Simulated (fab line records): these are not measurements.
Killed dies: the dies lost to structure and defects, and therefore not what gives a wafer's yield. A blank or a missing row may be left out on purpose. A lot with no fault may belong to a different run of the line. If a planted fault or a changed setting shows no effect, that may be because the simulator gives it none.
Struck lot and sound lot, side by side + flow sky130 + 16 steps out of a route of 708
Sound: these wafers, L955.4, L955.5, L955.6. Struck: wafers L964.1, L964.5. (L964.2 of the same lot was not struck and is left out.) The cause comes at the end.
Order at every step that has rows: each side's tool, ch and its chambers, its first start. Under that, the readings that differ: sound wafers + struck wafers + difference of the means + sigmas: that difference in standard deviations of wafers without a fault.
alike: same words and numbers on both sides, and readings whose means sit less than 2 such deviations apart. not compared: any withheld reading, any reading some wafer has no value for, any bound like >300 that may hide the same value, and any number with overlapping values for which the record gives no deviation.
The two part at a step that has a row with sigmas, a row that says differs or no value, or rows on one side only. When numbers do not overlap yet have no deviation, they are printed without sigmas and do not part them. A reading that every wafer of one side lacks parts them only if that side has two wafers or more.

first, 3 steps without rows for these wafers: SKY_METAL1_EXPOSE_12 (exposes mask MM1, target cd 140 nm); SKY_METAL1_PEB_13; SKY_METAL1_DEVELOP_14 (develop time 60 s).
SKY_METAL1_CD_MEAS_15 targets a cd of 140 nm.
  sound on cd sem-01 at day 33 23:58; struck on cd sem-01 at day 36 18:53
  alike: cd nm
SKY_METAL1_OVL_MEAS_16:
  sound on overlay-02 at day 34 00:03; struck on overlay-01 at day 36 19:01
  alike: METAL1_OVL
SKY_METAL1_DESCUM_17: chemistry O2, time 8 s.
  sound on rie metal-02 ch 0,1, day 34 00:05; struck on rie metal-02 ch 1, day 36 19:02
  alike: drypump motor current A, oes product au
  not compared: rf hours counter h
SKY_METAL1_ETCH_18: etches BARC in N2/H2, stops on SiO2, time 45.9 s, target depth 60 nm.
  sound on rie metal-02 ch 0,1, day 34 00:07; struck on rie metal-02 ch 1, day 36 19:04
  alike: bias w, drypump motor current A, oes product au, throttle valve pct
  not compared: rf hours counter h
SKY_METAL1_METAL_ETCH_19: etches the open film in Cl2/BCl3, stops on SiO2, target depth 360 nm, time 78 s.
  sound on rie metal-02 ch 0,1, day 34 00:11; struck on rie metal-02 ch 1, day 36 19:08
  alike: bias w, drypump motor current A, oes product au, throttle valve pct
  not compared: rf hours counter h
SKY_METAL1_STRIP_20: strips in O2/N2.
  sound on plasma asher-04 ch 0,1, day 34 00:17; struck on plasma asher-04 ch 0, day 36 19:14
  alike: drypump motor current A, o2 flow sccm, oes product au, strip time to endpoint s
  not compared: rf hours counter h
then, 3 steps without rows for these wafers: SKY_METAL1_STRIP_21 (strips in post etch residue remover, time 1200 s); SKY_METAL1_CLEAN_22 (cleans in IPA, time 180 s); SKY_METAL1_CLEAN_23 (cleans in O3/DIW).
SKY_VIA1_HDPCVD_00: deposits SiO2, target thk 1030 nm, time 171.7 s.
  sound on hdpcvd-01 ch 0,1,2, day 34 00:56; struck on hdpcvd-02 ch 0, day 36 19:49
| reading                                  | sound             | struck      | difference | sigmas      |
|------------------------------------------|-------------------|-------------|------------|-------------|
| sih4 flow sccm (sccm)                    | 60.01 59.58 59.96 | 29.73 29.83 | -30.07     | -99 or more |
| model.SiO2_of_VIA1_HDPCVD_00.thk nm (nm) | 1015 1021 1011    | 511.6 514.1 | -502.8     |             |
SKY_VIA1_THK_MEAS_01:
  sound on film metro-01 at day 34 01:01; struck on film metro-02 at day 36 19:56
| reading              | sound          | struck  | difference | sigmas |
|----------------------|----------------|---------|------------|--------|
| VIA1_HDPCVD_THK (nm) | 1015 1021 1010 | 511 514 | -503       | -46    |
SKY_VIA1_CMP_02: polishes SiO2.
  sound on cmp-01 ch 0,3, day 34 01:06; struck on cmp-02 ch 1,3, day 36 20:02
  alike: motor current A
-- the record jumps here: 12 days lie between the struck wafers' starts before and after (it left off in module VIA1 and takes up again in module PAD_OPEN, whose first step shown is number 708 of the route) --
SKY_PAD_OPEN_PROBE_99:
  sound on prober-01 at day 46 15:37; struck on prober-02 at day 48 15:24
| reading                               | sound                | struck              | difference | sigmas |
|---------------------------------------|----------------------|---------------------|------------|--------|
| model.etest.tester.sort n pass        | 406 418 427          | 237 250             | -174       |        |
| model.etest.tester.sort yield pct (%) | 82.52 84.96 86.79    | 48.17 50.81         | -35.27     |        |
| model.etest.tester.sort_bin_3_pct (%) | 0.4065 0.6098 0.2033 | 32.93 34.35         | +33.23     |        |
| model.etest.met2 comb.leak log10 a um | -11.84 -12.08 -12.07 | -7.179 -7.394       | +4.710     |        |
| model.etest.tester.sort_bin_8_pct (%) | 0 0 0                | 5.437e-08 7.138e-08 | +6.287e-08 |        |
  alike: defect limited yield, killed_at_M0_to_M3, killed_at_M4_up, killed at contacts, killed at front end, killed at other, killed dies, killed open, killed short

== WHERE THEY PART ==
At SKY_VIA1_HDPCVD_00 first; at SKY_VIA1_THK_MEAS_01 last (within this record only). Later steps at which nothing parts them and some readings are alike: SKY_VIA1_CMP_02, SKY_PAD_OPEN_PROBE_99.

WHY: what had been put in by the simulator
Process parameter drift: hdpcvd-02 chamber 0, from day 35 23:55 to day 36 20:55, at SKY_VIA1_HDPCVD_00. Setting sih4 flow sccm, moved by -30, from 60. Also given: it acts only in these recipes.
